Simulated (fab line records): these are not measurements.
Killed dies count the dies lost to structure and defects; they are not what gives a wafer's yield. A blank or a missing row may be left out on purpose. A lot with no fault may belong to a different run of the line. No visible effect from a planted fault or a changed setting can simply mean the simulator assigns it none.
The same fault as seen by 2 desks | flow gf180mcu | each desk has only its own numbers; what lay behind them comes last

== THE METROLOGY DESK ==
What the gauges read for every lot (on any tool): the sampled wafers with a number, averaged. Marked OUT: a lot whose mean sits more than 4 standard deviations from the usual mean, which makes it out of limits; the brackets give that distance.
Columns: A = LVPWELL_TW at GF_LVPWELL_TW_MEAS_11, usual 557; B = VT_IMPLANT_03_OVL at GF_VT_IMPLANT_OVL_MEAS_40, usual -1.0 nm; C = LVPWELL_RS at GF_VT_IMPLANT_RS_MEAS_48, usual 1195 ohm/sq; D = CONTACT_CVD_02_THK at GF_CONTACT_THK_MEAS_03, usual 858 nm
lot  | first seen here | A              | B    | C              | D
L306 | day 4 02:50     | 561            | -0.3 | 1198           | 865
L308 | day 4 14:44     | 557            | -0.7 | 1196           | 860
L310 | day 5 00:26     | 555            | -0.6 | 1190           | 854
L311 | day 5 08:50     | 561            | -1.7 | 1196           | 852
L314 | day 5 22:29     | 555            | -0.2 | 1193           | 854
L315 | day 6 06:05     | 552            | 0.4  | 1190           | 868
L317 | day 6 15:35     | 562            | -1.1 | 1192           | 868
L320 | day 7 08:51     | 534 (-6.0) OUT | -2.7 | 1267 (+23) OUT | 854
L323 | day 8 02:40     | 557            | -1.6 | 1194           | 854
L324 | day 8 08:48     | 543            | -1.4 | 1267 (+23) OUT | 862
L326 | day 8 18:47     | 555            | -0.7 | 1196           | 860
L328 | day 9 05:20     | 557            | -2.2 | 1191           | 847
Finding of this desk: L320, L324 out of limits, first seen on L320 at day 7 08:51 (LVPWELL_TW at GF_LVPWELL_TW_MEAS_11). L306, L308, L310, L311, L314, L315, L317, L323, L326, L328: within limits.

== THE TOOL OWNER'S DESK: implanter-04 ==
The tool's own readings at GF_LVPWELL_IMPLANT_08: means of the sampled wafers that have a number, for each lot that ran on this tool. Marked OUT: a lot whose mean sits more than 4 standard deviations from the usual mean, which makes it out of limits; the brackets give that distance.
Columns: A = dose ions cm2 at GF_LVPWELL_IMPLANT_08, usual 1.4998e+13; B = end station pressure torr at GF_LVPWELL_IMPLANT_08, usual 5.07e-06 Torr; C = faraday current uA at GF_LVPWELL_IMPLANT_08, usual 84.8
lot  | first seen here | A                            | B        | C
L308 | day 4 14:21     | 1.4999e+13                   | 4.98e-06 | 86.5
L314 | day 5 22:05     | 1.4973e+13                   | 5.09e-06 | 82.8
L315 | day 6 05:41     | 1.5002e+13                   | 5.09e-06 | 84.2
L320 | day 7 08:29     | 1.3392e+13 (-99 or more) OUT | 4.97e-06 | 75.1 (-5.7) OUT
L324 | day 8 08:26     | 1.3378e+13 (-99 or more) OUT | 4.94e-06 | 74.7 (-5.9) OUT
This desk's verdict: out of limits on L320, L324, starting with L320 at day 7 08:29 (dose ions cm2 at GF_LVPWELL_IMPLANT_08). L308, L314, L315: within limits.

== ALL TOGETHER ==
At day 7 08:29, on L320, L324, the tool owner's desk was in a position to raise an alarm.
On L320, L324, the metrology desk was in a position to raise an alarm at day 7 08:51.
Of the lots named, all ran GF_LVPWELL_IMPLANT_08 on implanter-04.

== WHAT WAS PUT IN BY THE SIMULATOR ==
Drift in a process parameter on implanter-04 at GF_LVPWELL_IMPLANT_08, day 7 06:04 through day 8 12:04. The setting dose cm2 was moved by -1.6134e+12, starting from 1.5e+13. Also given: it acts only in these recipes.
Lots struck among those shown: L320, L324.
Counting hours from when the fault started, the first reading out of limits came at 2 for the tool owner's desk and at 3 for the metrology desk.
